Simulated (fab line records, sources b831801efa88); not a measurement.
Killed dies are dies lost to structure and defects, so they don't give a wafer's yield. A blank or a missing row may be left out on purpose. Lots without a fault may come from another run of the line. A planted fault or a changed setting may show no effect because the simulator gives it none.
Split-lot experiment | flow sky130 | 5 lots, 23 wafers read, on a route of 708 steps

THE SPLIT
At SKY_VIA3_HDPCVD_00 (deposits SiO2, target thk 1635 nm, time 272.5 s), the setting time_s was moved away from the recipe's 272.5 s on 11 of the 23 wafers read, by -9.1% to +14.6%. The other wafers ran this setting at the recipe's value.

The file shows no step between the split and the reading.

THE READING
VIA3_HDPCVD_THK, in nm, at SKY_VIA3_THK_MEAS_01. Fault-free wafers of this fab line usually give 1636 nm, standard deviation 17 nm.

wafer  | tool, chamber at the split | time_s as run, s | against the recipe | VIA3_HDPCVD_THK, nm | against lot-mates on the recipe
L076.1 | hdpcvd-01, 0               | 247.6            | -9.1%              | 1486                | -123
L076.2 | hdpcvd-01, 2               | 272.5            | recipe             | 1610                | -
L076.3 | hdpcvd-01, 1               | 272.5            | recipe             | 1608                | -
L076.5 | hdpcvd-01, 0               | 247.6            | -9.1%              | 1477                | -132
L076.6 | hdpcvd-01, 1               | 247.6            | -9.1%              | 1450                | -159
L080.1 | hdpcvd-02, 2               | 272.5            | recipe             | 1610                | -
L080.3 | hdpcvd-02, 1               | 272.5            | recipe             | 1641                | -
L080.4 | hdpcvd-02, 1               | 272.5            | recipe             | 1624                | -
L080.5 | hdpcvd-02, 0               | 312.2            | +14.6%             | 1870                | +245
L080.6 | hdpcvd-02, 2               | 312.2            | +14.6%             | 1872                | +247
L082.1 | hdpcvd-01, 0               | 272.5            | recipe             | 1638                | -
L082.2 | hdpcvd-01, 1               | 272.5            | recipe             | 1623                | -
L082.3 | hdpcvd-01, 2               | 259.1            | -4.9%              | 1546                | -84
L082.5 | hdpcvd-01, 2               | 259.1            | -4.9%              | 1567                | -64
L082.6 | hdpcvd-01, 1               | 259.1            | -4.9%              | 1553                | -78
L083.4 | hdpcvd-01, 2               | 272.5            | recipe             | 1626                | -
L083.5 | hdpcvd-01, 1               | 272.5            | recipe             | 1645                | -
L083.6 | hdpcvd-01, 0               | 272.5            | recipe             | 1665                | -
L085.2 | hdpcvd-02, 1,0             | 293.2            | +7.6%              | 1761                | +118
L085.3 | hdpcvd-02, 0               | 272.5            | recipe             | 1651                | -
L085.4 | hdpcvd-02, 1,0             | 293.2            | +7.6%              | 1761                | +118
L085.5 | hdpcvd-02, 1               | 272.5            | recipe             | 1636                | -
L085.6 | hdpcvd-02, 2               | 293.2            | +7.6%              | 1742                | +98
Where a row lists several chambers, the file gives one row for several wafers and doesn't say which wafer went through which chamber.

THE FIT
A straight line over all 23 wafers: VIA3_HDPCVD_THK changes by +16.6 nm for each +1% of time_s; r = +0.99; the points scatter about the line by 15 nm.
The same after taking each lot's own level away (the mean of its wafers on the recipe; 23 wafers): +15.8 nm for each +1%; r = +0.99; scatter 13 nm.
On that fit, the largest move of time_s shifts the reading by 2.3e+02 nm.
The lots' own levels span 1609.0 to 1645.3 nm, that is 2.1 times the standard deviation above.
So the lot-to-lot level changes the slope little: the two slopes agree.
Check: with one of the wafers moved furthest among these (+14.6%) left out of the fit, the line predicts +228 nm for it against its lot-mates. It came out at +245 nm against them.

OTHER SPLITS ON THESE WAFERS
These wafers also went through other splits before the reading. Each is held against what the fit with the lots' levels taken away leaves over:
other split on the same wafers       | wafers away from the commonest value | r with VIA3_HDPCVD_THK (lot level and that fit taken away)
SKY_VIA2_HDPCVD_00 time_s            | 10                                   | +0.28
SKY_VIA2_CVD_21 temp_c               | 6                                    | -0.24
SKY_CAPM_SOFTBAKE_08 temp_c          | 7                                    | +0.15
SKY_CAPM_METAL_ETCH_13 time_s        | 8                                    | +0.00
SKY_METAL3_COAT_07 spin_rpm          | 12                                   | -0.35
SKY_METAL3_DEVELOP_12 develop_time_s | 6                                    | +0.45

THE WHOLE CHAIN: every reading that the file lists as answering this split, in the file's order
step                 | what it does                                    | reading                                                                        | change (the file's fit)              | r (the file's)
SKY_VIA3_HDPCVD_00   | deposits SiO2, target thk 1635 nm, time 272.5 s | SiO2_of_VIA3_HDPCVD_00.thk_nm (the simulator's own value, which no gauge read) | +16.1 nm for each +1% of the setting | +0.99
SKY_VIA3_THK_MEAS_01 |                                                 | VIA3_HDPCVD_THK                                                                | +16 for each +1% of the setting      | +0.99

THE FILE'S OWN FIT
VIA3_HDPCVD_THK changes by +16 nm for each +1% of time_s, r = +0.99.
